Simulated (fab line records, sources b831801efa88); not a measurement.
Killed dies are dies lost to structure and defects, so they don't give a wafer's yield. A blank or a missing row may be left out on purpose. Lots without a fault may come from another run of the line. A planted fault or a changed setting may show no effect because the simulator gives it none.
Chamber matching | flow sky130 | SKY_POLY_GATE_ETCH_16 on rie_diel-02: 4 sister chambers
The step etches Si3N4 in CH3F/O2, stops on poly-Si, time 147.5 s, target depth 75 nm. 16 wafers are shown with their chamber, then 8 later ones without.

WAFERS WITH THEIR CHAMBER
wafer  | chamber | drypump_motor_current_A (A) | oes_product_au (a.u.) | throttle_valve_pct (%)
L075.3 | 3       | 5.3                         | 0.642                 | 10.523
L075.5 | 1       | 5.1                         | 0.646                 | 10.555
L075.6 | 2       | 5.6                         | 0.643                 | 10.538
L079.1 | 0       | 5.6                         | 0.636                 | 10.553
L079.2 | 1       | 5.1                         | 0.639                 | 10.542
L079.4 | 1       | 5.1                         | 0.646                 | 10.531
L080.4 | 1       | 5.1                         | 0.637                 | 10.536
L080.5 | 3       | 5.3                         | 0.635                 | 10.536
L080.6 | 0       | 5.6                         | 0.635                 | 10.542
L088.2 | 1       | 5.1                         | 0.627                 | 10.547
L088.3 | 2       | 5.6                         | 0.645                 | 10.545
L088.5 | 2       | 5.6                         | 0.639                 | 10.533
L089.2 | 1       | 5.1                         | 0.643                 | 10.527
L089.3 | 3       | 5.3                         | 0.639                 | 10.537
L089.6 | 3       | 5.3                         | 0.635                 | 10.539
L091.1 | 3       | 5.4                         | 0.640                 | 10.539

SIGNATURES (means of the wafers above)
reading                 | chamber 0 | chamber 1 | chamber 2 | chamber 3 | scatter within a chamber
drypump_motor_current_A | 5.600     | 5.100     | 5.600     | 5.320     | 0.0258
oes_product_au          | 0.63550   | 0.63967   | 0.64233   | 0.63820   | 0.00514
throttle_valve_pct      | 10.54750  | 10.53967  | 10.53867  | 10.53480  | 0.00845
Rule: a wafer's distance from a chamber is the root of the sum, over the readings, of the square of ((its reading less the chamber's mean) divided by the reading's scatter). The wafer belongs to the nearest chamber; if the next one is less than 2 further off, it can't be placed. The scatter: the root of (the sum of the squares of (reading less its chamber's mean) over the shown wafers, divided by (wafers less chambers)).

WAFERS WITHOUT THEIR CHAMBER
wafer  | drypump_motor_current_A (A) | oes_product_au (a.u.) | throttle_valve_pct (%)
L091.2 | 5.6                         | 0.642                 | 10.536
L091.4 | 5.3                         | 0.637                 | 10.522
L092.3 | 5.6                         | 0.634                 | 10.535
L092.5 | 5.3                         | 0.638                 | 10.534
L092.6 | 5.6                         | 0.626                 | 10.538
L093.2 | 5.6                         | 0.636                 | 10.534
L093.4 | 5.6                         | 0.642                 | 10.524
L093.5 | 5.6                         | 0.642                 | 10.555

WHICH CHAMBER EACH WENT THROUGH
wafer  | from the rows above     | in truth
L091.2 | can't be placed: 2 or 0 | 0
L091.4 | 3                       | 3
L092.3 | can't be placed: 0 or 2 | 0
L092.5 | 3                       | 3
L092.6 | can't be placed: 0 or 2 | 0
L093.2 | can't be placed: 2 or 0 | 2
L093.4 | can't be placed: 2 or 0 | 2
L093.5 | can't be placed: 0 or 2 | 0
Placed correctly: 2 of 8. Can't be placed from these rows: 6 (the true chamber is among the candidates in 6). Placed wrongly: 0.
